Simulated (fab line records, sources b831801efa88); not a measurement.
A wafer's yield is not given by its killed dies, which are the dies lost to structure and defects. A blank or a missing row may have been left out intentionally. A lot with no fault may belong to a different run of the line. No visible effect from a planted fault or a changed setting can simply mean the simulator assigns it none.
fab line records	flow sky130
[record] lots = 24	wafers = 72	last-day = 50
route steps=708 shown LDD_HVN@277 LI_CONTACT@381 METAL3@532 VIA3@575 CAP2M@604
lots that met no fault: from a run of the same line without faults
start-h: hours from the record's first day to the start of the lot's first wafer shown	wait-h: hours elapsed since this lot's preceding step	" repeats the value in the row above	L1.1+2: several wafers, shown together as one row	- no value, or no start given	* or withheld: withheld	< > ~ a bound
route shown NAME@n: names a module that has steps shown in the file, with the first one's number in the route	usual: mean and standard deviation over wafers with no fault	same: alike in all rows	chamber/n: place in a boat	sites: per-site readings	_std_site: the values' standard deviation	_edge_site: inner sites' mean taken away from outer sites' mean	radius-mm: how far each site lies from the wafer's centre	mask NAME#n: copy n	behind: the most recent tool/chamber to have shaped the wafer	hold: why the lot was held/for how many hours/how that ended	device: which transistor (n, p or np) failed to switch	end of line: the tests these same wafers got at the end of their route	step lacking rows: just its recipe	killed: at the first sort, the dies lost to defects and structure; wafer yield is something else	map: a wafer's dies, marking killed ones x, the rest . and places with no die _
set.NAME: setting as actually run; set.NAME@STEP: the setting as run at that earlier step	model.NAME: the simulator's own value behind a step, which no gauge read
one table for each step of the route and one row for each wafer, over a sample of lots
services: a tool's chamber out of use, with start hour (start-h, from the record's first day; less than 0 if before it), hours out, and reason
[[steps]]
[step SKY_LDD_HVN_TW_MEAS_10]
[usual] LDD_HVN_TW = 1431/11
lot.wafer	tool	chamber	start-h	wait-h	LDD_HVN_TW
L074.2	film-metro-01	-	446.78	0.1	1450
L074.4	"	-	"	"	1442
L074.6	"	-	"	"	1444
L075.2	film-metro-01	-	459.54	0.1	1449
L075.3	"	-	"	"	1449
L075.6	"	-	"	"	1450
L076.3	film-metro-03	-	465.33	0.1	1414
L076.4	"	-	"	"	1415
L076.5	"	-	"	"	1418
L077.1	film-metro-02	-	472.66	0.1	1433
L077.3	"	-	"	"	1432
L077.4	"	-	"	"	1422
L078.1	film-metro-01	-	494.87	0.1	1449
L078.2	"	-	"	"	1448
L078.6	"	-	"	"	1451
L079.2	film-metro-03	-	496.73	0.1	1427
L079.4	"	-	"	"	1430
L079.5	"	-	"	"	1432
L080.1	film-metro-03	-	507.57	0.1	1417
L080.3	"	-	"	"	1421
L080.6	"	-	"	"	1421
L081.3	film-metro-03	-	524.50	0.1	1421
L081.4	"	-	"	"	1419
L081.5	"	-	"	"	1417
L082.1	film-metro-01	-	534.03	0.1	1440
L082.4	"	-	"	"	1437
L082.6	"	-	"	"	1453
L083.2	film-metro-03	-	539.83	0.1	1425
L083.3	"	-	"	"	1423
L083.4	"	-	"	"	1419
L084.4	film-metro-01	-	546.56	0.1	1444
L084.5	"	-	"	"	1443
L084.6	"	-	"	"	1435
L085.1	film-metro-03	-	556.23	0.1	1426
L085.2	"	-	"	"	1423
L085.4	"	-	"	"	1428
L086.1	film-metro-02	-	562.47	0.1	1431
L086.2	"	-	"	"	1432
L086.3	"	-	"	"	1426
L087.1	film-metro-01	-	588.83	0.1	1449
L087.3	"	-	"	"	1446
L087.5	"	-	"	"	1458
L089.2	film-metro-02	-	619.44	0.1	1431
L089.5	"	-	"	"	1429
L089.6	"	-	"	"	1427
L088.3	film-metro-03	-	619.53	0.1	1423
L088.4	"	-	"	"	1422
L088.6	"	-	"	"	1425
L090.1	film-metro-02	-	636.18	0.1	1420
L090.2	"	-	"	"	1425
L090.3	"	-	"	"	1415
L091.1	film-metro-01	-	637.37	0.1	1439
L091.5	"	-	"	"	1439
L091.6	"	-	"	"	1437
L092.2	film-metro-03	-	645.96	0.1	1432
L092.3	"	-	"	"	1421
L092.4	"	-	"	"	1421
L093.1	film-metro-01	-	650.68	0.1	1429
L093.5	"	-	"	"	1441
L093.6	"	-	"	"	1437
L095.1	film-metro-02	-	670.12	0.1	1425
L095.3	"	-	"	"	1433
L095.4	"	-	"	"	1438
L094.1	film-metro-02	-	672.31	0.1	1427
L094.2	"	-	"	"	1427
L094.3	"	-	"	"	1426
L097.1	film-metro-03	-	673.43	0.1	1423
L097.3	"	-	"	"	1422
L097.6	"	-	"	"	1420
L096.3	film-metro-01	-	678.73	0.1	1438
L096.4	"	-	"	"	1433
L096.5	"	-	"	"	1441
[step SKY_LI_CONTACT_SPUTTER_19]
[recipe] material = Ti	target-thk-nm = 20	chamber-pressure-pa = 5	power-w = 2500	substrate-temp-c = 200	time-s = 106.37
[usual] substrate-temp-c = 199.98/0.16	throttle-valve-pct = 30.0/1.2
lot.wafer	tool	chamber	start-h	wait-h	substrate-temp-c	throttle-valve-pct
L074.2	pvd-sputter-02	-	657.05	0.0	199.82	28.2
L074.4	"	-	"	"	199.75	30.9
L074.6	"	-	"	"	199.91	28.0
L075.2	pvd-sputter-02	-	670.28	0.0	200.10	29.3
L075.3	"	-	"	"	199.97	30.9
L075.6	"	-	"	"	200.21	29.1
L076.3	pvd-sputter-03	-	675.74	0.0	200.14	29.2
L076.4	"	-	"	"	200.06	31.1
L076.5	"	-	"	"	200.04	30.5
L077.1	pvd-sputter-02	-	694.16	0.0	199.79	28.0
L077.3	"	-	"	"	200.29	31.2
L077.4	"	-	"	"	200.19	30.9
L078.1	pvd-sputter-03	-	702.16	0.0	200.11	29.0
L078.2	"	-	"	"	199.78	32.0
L078.6	"	-	"	"	200.13	30.8
L079.2	pvd-sputter-01	-	703.85	0.0	199.98	28.1
L079.4	"	-	"	"	200.24	30.4
L079.5	"	-	"	"	199.74	31.3
L080.1	pvd-sputter-03	-	711.83	0.0	199.87	30.7
L080.3	"	-	"	"	199.87	32.5
L080.6	"	-	"	"	199.92	29.2
L081.3	pvd-sputter-02	-	727.42	0.0	200.04	31.1
L081.4	"	-	"	"	199.93	28.0
L081.5	"	-	"	"	200.09	30.7
L082.1	pvd-sputter-03	-	736.41	0.0	199.91	32.0
L082.4	"	-	"	"	200.09	30.9
L082.6	"	-	"	"	200.06	32.1
L083.2	pvd-sputter-02	-	741.50	0.0	199.94	30.6
L083.3	"	-	"	"	199.85	30.9
L083.4	"	-	"	"	199.99	28.9
L084.4	pvd-sputter-02	-	748.62	0.0	200.10	30.7
L084.5	"	-	"	"	199.77	27.9
L084.6	"	-	"	"	199.70	30.7
L085.1	pvd-sputter-03	-	759.17	0.0	199.94	29.1
L085.2	"	-	"	"	199.91	30.7
L085.4	"	-	"	"	200.32	32.2
L086.1	pvd-sputter-01	-	763.06	0.0	199.87	31.2
L086.2	"	-	"	"	199.96	30.1
L086.3	"	-	"	"	200.04	28.0
L087.1	pvd-sputter-01	-	789.54	0.0	199.86	29.9
L087.3	"	-	"	"	200.04	30.1
L087.5	"	-	"	"	199.89	28.0
L089.2	pvd-sputter-01	-	817.42	0.0	200.29	28.2
L089.5	"	-	"	"	200.11	30.2
L089.6	"	-	"	"	200.13	28.1
L088.3	pvd-sputter-02	-	818.76	0.0	199.95	29.1
L088.4	"	-	"	"	200.15	31.1
L088.6	"	-	"	"	200.15	28.0
L090.1	pvd-sputter-02	-	830.17	0.0	199.95	27.9
L090.2	"	-	"	"	200.05	30.7
L090.3	"	-	"	"	199.93	29.0
L091.1	pvd-sputter-01	-	831.30	0.0	199.95	30.3
L091.5	"	-	"	"	200.08	28.1
L091.6	"	-	"	"	199.90	29.7
L092.2	pvd-sputter-01	-	840.06	0.0	200.23	29.9
L092.3	"	-	"	"	199.92	30.4
L092.4	"	-	"	"	200.21	28.3
L093.1	pvd-sputter-03	-	844.13	0.0	199.63	32.1
L093.5	"	-	"	"	200.02	30.6
L093.6	"	-	"	"	199.80	32.5
L095.1	pvd-sputter-01	-	856.80	0.0	199.88	28.3
L095.3	"	-	"	"	199.93	31.4
L095.4	"	-	"	"	199.86	29.9
L094.1	pvd-sputter-03	-	863.05	0.0	199.93	32.4
L094.2	"	-	"	"	199.89	30.8
L094.3	"	-	"	"	200.02	29.1
L097.1	pvd-sputter-02	-	866.01	0.0	199.98	28.1
L097.3	"	-	"	"	200.04	30.7
L097.6	"	-	"	"	200.00	30.9
L096.3	pvd-sputter-01	-	870.98	0.0	200.09	31.5
L096.4	"	-	"	"	199.97	30.3
L096.5	"	-	"	"	199.75	30.0
[step SKY_METAL3_SPUTTER_00]
[recipe] material = Ti	target-thk-nm = 15	power-w = 3000	time-s = 10	chamber-pressure-pa = 0.4
[usual] throttle-valve-pct = 30.0/1.2
lot.wafer	tool	chamber	start-h	wait-h	throttle-valve-pct
L074.2	pvd-sputter-04	-	829.67	0.2	30.2
L074.4	"	-	"	"	29.5
L074.6	"	-	"	"	29.3
L075.2	pvd-sputter-01	-	842.50	0.2	28.0
L075.3	"	-	"	"	30.2
L075.6	"	-	"	"	29.6
L076.3	pvd-sputter-02	-	848.26	0.1	31.3
L076.4	"	-	"	"	28.1
L076.5	"	-	"	"	30.8
L077.1	pvd-sputter-04	-	865.21	0.1	29.5
L077.3	"	-	"	"	30.0
L077.4	"	-	"	"	29.1
L078.1	pvd-sputter-01	-	872.69	0.1	30.0
L078.2	"	-	"	"	28.2
L078.6	"	-	"	"	29.7
L079.2	pvd-sputter-02	-	874.76	0.2	30.9
L079.4	"	-	"	"	31.1
L079.5	"	-	"	"	28.3
L080.1	pvd-sputter-04	-	882.71	0.1	30.2
L080.3	"	-	"	"	29.2
L080.6	"	-	"	"	29.2
L081.3	pvd-sputter-04	-	895.56	0.1	29.5
L081.4	"	-	"	"	29.4
L081.5	"	-	"	"	29.4
L082.1	pvd-sputter-02	-	905.28	0.1	29.3
L082.4	"	-	"	"	30.9
L082.6	"	-	"	"	28.0
L083.2	pvd-sputter-02	-	910.16	0.2	30.9
L083.3	"	-	"	"	28.2
L083.4	"	-	"	"	29.0
L084.4	pvd-sputter-04	-	915.49	0.2	31.7
L084.5	"	-	"	"	31.8
L084.6	"	-	"	"	29.3
L085.1	pvd-sputter-01	-	926.62	0.1	30.4
L085.2	"	-	"	"	31.4
L085.4	"	-	"	"	28.1
L086.1	pvd-sputter-04	-	930.36	0.1	29.4
L086.2	"	-	"	"	31.9
L086.3	"	-	"	"	29.8
L087.1	pvd-sputter-01	-	954.27	0.1	28.4
L087.3	"	-	"	"	31.5
L087.5	"	-	"	"	29.9
L089.2	pvd-sputter-01	-	981.67	0.2	28.0
L089.5	"	-	"	"	28.1
L089.6	"	-	"	"	30.0
L088.3	pvd-sputter-04	-	984.71	0.2	32.0
L088.4	"	-	"	"	30.1
L088.6	"	-	"	"	29.4
L090.1	pvd-sputter-01	-	991.56	0.1	31.6
L090.2	"	-	"	"	28.0
L090.3	"	-	"	"	30.3
L091.1	pvd-sputter-04	-	992.97	0.1	29.4
L091.5	"	-	"	"	30.2
L091.6	"	-	"	"	31.7
L092.2	pvd-sputter-01	-	1002.07	0.2	30.0
L092.3	"	-	"	"	30.4
L092.4	"	-	"	"	31.4
L093.1	pvd-sputter-04	-	1004.20	0.1	29.5
L093.5	"	-	"	"	31.8
L093.6	"	-	"	"	29.4
L095.1	pvd-sputter-04	-	1014.71	0.1	31.8
L095.3	"	-	"	"	29.2
L095.4	"	-	"	"	30.3
L094.1	pvd-sputter-04	-	1020.01	0.1	30.2
L094.2	"	-	"	"	29.3
L094.3	"	-	"	"	29.6
L097.1	pvd-sputter-01	-	1022.47	0.2	29.9
L097.3	"	-	"	"	31.3
L097.6	"	-	"	"	31.5
L096.3	pvd-sputter-01	-	1028.41	0.2	28.2
L096.4	"	-	"	"	30.4
L096.5	"	-	"	"	30.2
[step SKY_METAL3_SPUTTER_01]
[recipe] material = TiN	target-thk-nm = 20	power-w = 6500	time-s = 16.7	chamber-pressure-pa = 0.4
[usual] throttle-valve-pct = 30.0/1.1
lot.wafer	tool	chamber	start-h	wait-h	throttle-valve-pct
L074.2	pvd-sputter-04	-	829.69	0.0	30.3
L074.4	"	-	"	"	29.3
L074.6	"	-	"	"	29.2
L075.2	pvd-sputter-01	-	842.52	0.0	27.9
L075.3	"	-	"	"	30.5
L075.6	"	-	"	"	29.8
L076.3	pvd-sputter-02	-	848.28	0.0	30.6
L076.4	"	-	"	"	28.2
L076.5	"	-	"	"	30.8
L077.1	pvd-sputter-04	-	865.23	0.0	29.3
L077.3	"	-	"	"	30.4
L077.4	"	-	"	"	29.3
L078.1	pvd-sputter-01	-	872.71	0.0	30.4
L078.2	"	-	"	"	28.2
L078.6	"	-	"	"	29.4
L079.2	pvd-sputter-02	-	874.78	0.0	31.0
L079.4	"	-	"	"	30.9
L079.5	"	-	"	"	28.1
L080.1	pvd-sputter-04	-	882.74	0.0	30.6
L080.3	"	-	"	"	29.6
L080.6	"	-	"	"	29.6
L081.3	pvd-sputter-04	-	895.58	0.0	29.2
L081.4	"	-	"	"	29.4
L081.5	"	-	"	"	29.5
L082.1	pvd-sputter-02	-	905.30	0.0	29.4
L082.4	"	-	"	"	30.8
L082.6	"	-	"	"	28.0
L083.2	pvd-sputter-02	-	910.18	0.0	30.9
L083.3	"	-	"	"	28.1
L083.4	"	-	"	"	29.2
L084.4	pvd-sputter-04	-	915.52	0.0	31.5
L084.5	"	-	"	"	32.1
L084.6	"	-	"	"	29.3
L085.1	pvd-sputter-01	-	926.64	0.0	30.5
L085.2	"	-	"	"	31.6
L085.4	"	-	"	"	28.4
L086.1	pvd-sputter-04	-	930.38	0.0	28.9
L086.2	"	-	"	"	31.7
L086.3	"	-	"	"	29.7
L087.1	pvd-sputter-01	-	954.30	0.0	28.2
L087.3	"	-	"	"	31.4
L087.5	"	-	"	"	29.9
L089.2	pvd-sputter-01	-	981.69	0.0	28.2
L089.5	"	-	"	"	28.1
L089.6	"	-	"	"	30.2
L088.3	pvd-sputter-04	-	984.74	0.0	31.7
L088.4	"	-	"	"	30.2
L088.6	"	-	"	"	29.6
L090.1	pvd-sputter-01	-	991.59	0.0	31.6
L090.2	"	-	"	"	28.0
L090.3	"	-	"	"	30.3
L091.1	pvd-sputter-04	-	992.99	0.0	29.4
L091.5	"	-	"	"	30.1
L091.6	"	-	"	"	31.8
L092.2	pvd-sputter-01	-	1002.09	0.0	29.9
L092.3	"	-	"	"	30.2
L092.4	"	-	"	"	31.3
L093.1	pvd-sputter-04	-	1004.23	0.0	29.6
L093.5	"	-	"	"	31.6
L093.6	"	-	"	"	29.3
L095.1	pvd-sputter-04	-	1014.73	0.0	31.7
L095.3	"	-	"	"	29.2
L095.4	"	-	"	"	30.2
L094.1	pvd-sputter-04	-	1020.03	0.0	30.2
L094.2	"	-	"	"	29.1
L094.3	"	-	"	"	29.4
L097.1	pvd-sputter-01	-	1022.49	0.0	29.8
L097.3	"	-	"	"	31.6
L097.6	"	-	"	"	31.6
L096.3	pvd-sputter-01	-	1028.43	0.0	28.4
L096.4	"	-	"	"	30.6
L096.5	"	-	"	"	30.1
[step SKY_VIA3_CMP_02]
[recipe] material = SiO2	down-force-psi = 4	platen-rpm = 60	pad-velocity-m-s = 0.94248
[usual] head-pressure-psi = 4.001/0.0085	motor-current-A = 12.8/0.84
lot.wafer	tool	chamber	start-h	wait-h	head-pressure-psi	motor-current-A
L074.2	cmp-02	2	884.30	0.1	3.994	13.9
L074.4	"	0	"	"	4.019	12.9
L074.6	"	2	"	"	3.996	14.3
L075.3	cmp-02	3	896.23	0.0	4.004	11.9
L075.2	"	1	"	"	4.007	12.7
L075.6	"	0	"	"	4.004	13.8
L076.3	cmp-02	1	903.56	0.0	3.996	12.6
L076.4	"	2	"	"	4.006	14.3
L076.5	"	2	"	"	3.988	14.7
L077.3	cmp-01	3	918.42	0.0	3.995	12.3
L077.1	"	1	"	"	3.995	12.1
L077.4	"	2	"	"	4.008	13.9
L078.2	cmp-02	3	926.20	0.1	4.009	11.2
L078.1	"	0	"	"	4.000	13.4
L078.6	"	1	"	"	3.983	12.7
L079.2	cmp-01	2	928.11	0.4	4.008	13.6
L079.4	"	3	"	"	3.994	12.5
L079.5	"	2	"	"	3.992	13.5
L080.3	cmp-02	1	935.93	0.1	4.012	12.9
L080.1	"	2	"	"	4.001	14.9
L080.6	"	0	"	"	4.003	13.2
L081.4	cmp-01	0	948.00	0.1	3.999	12.2
L081.3	"	2	"	"	3.999	13.3
L081.5	"	0	"	"	4.005	11.8
L082.4	cmp-02	0	956.37	0.0	4.009	12.8
L082.1	"	3	"	"	4.009	11.8
L082.6	"	0	"	"	3.999	13.0
L083.2	cmp-01	1	962.67	0.0	4.010	12.1
L083.3	"	3	"	"	4.005	12.1
L083.4	"	0	"	"	3.991	12.5
L084.4	cmp-01	2	966.43	0.2	4.009	13.8
L084.5	"	3	"	"	4.008	12.7
L084.6	"	0	"	"	4.009	12.0
L085.1	cmp-02	3	977.97	0.1	4.004	11.5
L085.4	"	1	"	"	3.994	12.6
L085.2	"	2	"	"	4.006	14.7
L086.2	cmp-01	3	982.34	0.1	4.008	12.3
L086.3	"	0	"	"	3.999	12.6
L086.1	"	1	"	"	3.993	12.1
L087.1	cmp-01	3	1004.56	0.1	4.005	13.0
L087.3	"	2	"	"	3.989	13.4
L087.5	"	0	"	"	3.984	11.7
L089.2	cmp-02	3	1029.85	0.2	4.000	12.2
L089.5	"	0	"	"	4.014	13.6
L089.6	"	1	"	"	4.014	12.8
L088.3	cmp-01	2	1032.63	0.0	3.999	13.4
L088.4	"	0	"	"	4.004	12.1
L088.6	"	3	"	"	4.001	12.6
L090.3	cmp-02	0	1037.95	0.0	3.992	13.6
L090.2	"	1	"	"	3.994	12.1
L090.1	"	3	"	"	4.004	11.5
L091.1	cmp-02	1	1040.22	0.2	3.988	12.3
L091.5	"	2	"	"	3.993	14.5
L091.6	"	3	"	"	4.013	12.0
L092.2	cmp-01	2	1048.49	0.0	4.003	13.0
L092.4	"	3	"	"	3.993	12.5
L092.3	"	0	"	"	4.011	12.2
L093.1	cmp-02	0	1050.20	0.1	4.011	12.6
L093.5	"	2	"	"	4.015	14.4
L093.6	"	3	"	"	4.009	11.7
L095.4	cmp-01	2	1060.26	0.1	4.005	13.0
L095.3	"	3	"	"	4.005	12.6
L095.1	"	0	"	"	3.994	12.6
L094.2	cmp-02	3	1066.44	0.0	4.002	12.5
L094.1	"	1	"	"	4.007	12.1
L094.3	"	2	"	"	3.997	14.1
L097.3	cmp-01	0	1066.91	0.0	3.983	12.8
L097.1	"	1	"	"	4.001	12.3
L097.6	"	1	"	"	4.008	12.3
L096.3	cmp-02	1	1073.00	0.1	3.991	12.8
L096.4	"	2	"	"	4.000	14.5
L096.5	"	0	"	"	3.993	13.0
[step SKY_CAP2M_THK_MEAS_01]
[recipe] reads = SiO2_of_CAP2M_CVD_00
[usual] CAP2M_CVD_00_THK = 15.50/0.23
lot.wafer	tool	chamber	start-h	wait-h	CAP2M_CVD_00_THK[nm]
L074.2	film-metro-01	-	911.78	-	15.63
L074.4	"	-	"	"	15.59
L074.6	"	-	"	"	15.92
L075.2	film-metro-04	-	923.32	-	15.81
L075.3	"	-	"	"	15.28
L075.6	"	-	"	"	15.67
L076.3	film-metro-03	-	930.74	-	15.81
L076.4	"	-	"	"	15.65
L076.5	"	-	"	"	15.89
L077.1	film-metro-04	-	944.36	-	15.57
L077.3	"	-	"	"	15.57
L077.4	"	-	"	"	15.57
L078.1	film-metro-04	-	953.28	-	15.49
L078.2	"	-	"	"	15.57
L078.6	"	-	"	"	15.66
L079.2	film-metro-01	-	955.20	-	15.42
L079.4	"	-	"	"	15.75
L079.5	"	-	"	"	15.64
L080.1	film-metro-04	-	963.37	-	15.26
L080.3	"	-	"	"	15.30
L080.6	"	-	"	"	15.41
L081.3	film-metro-03	-	975.40	-	15.14
L081.4	"	-	"	"	15.53
L081.5	"	-	"	"	15.72
L082.1	film-metro-04	-	983.63	-	15.47
L082.4	"	-	"	"	15.70
L082.6	"	-	"	"	16.01
L083.2	film-metro-03	-	988.68	-	15.30
L083.3	"	-	"	"	15.46
L083.4	"	-	"	"	15.51
L084.4	film-metro-01	-	992.18	-	15.81
L084.5	"	-	"	"	15.61
L084.6	"	-	"	"	15.84
L085.1	film-metro-04	-	1003.81	-	15.19
L085.2	"	-	"	"	15.22
L085.4	"	-	"	"	15.67
L086.1	film-metro-04	-	1006.94	-	15.36
L086.2	"	-	"	"	15.49
L086.3	"	-	"	"	15.16
L087.1	film-metro-01	-	1029.03	-	15.52
L087.3	"	-	"	"	15.38
L087.5	"	-	"	"	15.37
L089.2	film-metro-03	-	1053.73	-	14.89
L089.5	"	-	"	"	15.48
L089.6	"	-	"	"	15.41
L088.3	film-metro-01	-	1056.50	-	15.39
L088.4	"	-	"	"	15.42
L088.6	"	-	"	"	15.76
L090.1	film-metro-04	-	1061.90	-	15.24
L090.2	"	-	"	"	15.33
L090.3	"	-	"	"	15.18
L091.1	film-metro-04	-	1063.68	-	15.54
L091.5	"	-	"	"	15.84
L091.6	"	-	"	"	16.01
L092.2	film-metro-01	-	1072.08	-	15.46
L092.3	"	-	"	"	15.29
L092.4	"	-	"	"	15.71
L093.1	film-metro-04	-	1073.63	-	15.56
L093.5	"	-	"	"	15.61
L093.6	"	-	"	"	15.66
L095.1	film-metro-03	-	1082.98	-	15.14
L095.3	"	-	"	"	15.02
L095.4	"	-	"	"	15.62
L094.1	film-metro-04	-	1089.10	-	15.12
L094.2	"	-	"	"	15.44
L094.3	"	-	"	"	15.37
L097.1	film-metro-04	-	1089.66	-	15.33
L097.3	"	-	"	"	15.54
L097.6	"	-	"	"	15.71
L096.3	film-metro-01	-	1095.11	-	15.29
L096.4	"	-	"	"	15.83
L096.5	"	-	"	"	15.64
[[services]]
tool	chamber	start-h	hours	kind
cmp-02	-	635.96	1.0	repair
cmp-02	-	637.26	1.3	repair
pvd-sputter-01	-	640.19	2.8	repair
pvd-sputter-04	-	669.84	3.5	repair
cmp-01	-	680.11	12.6	repair
cmp-01	-	685.59	0.2	repair
pvd-sputter-02	-	703.11	2.9	repair
cmp-02	-	744.00	4.0	pm
cmp-02	-	749.00	7.6	pm
cmp-02	-	765.43	1.1	repair
pvd-sputter-04	-	771.78	50.9	repair
pvd-sputter-04	-	790.78	3.9	repair
pvd-sputter-04	-	797.89	3.4	repair
pvd-sputter-02	-	898.14	1.7	repair
cmp-02	-	906.44	1.8	repair
pvd-sputter-04	-	913.26	2.2	repair
cmp-02	-	918.30	0.5	repair
pvd-sputter-01	-	939.47	6.4	repair
cmp-02	-	946.01	2.4	repair
cmp-02	-	954.34	1.3	repair
pvd-sputter-02	-	972.84	3.3	repair
pvd-sputter-04	-	993.61	7.5	repair
pvd-sputter-02	-	1008.24	1.0	repair
pvd-sputter-02	-	1019.02	8.0	repair
[[key]]
fault none
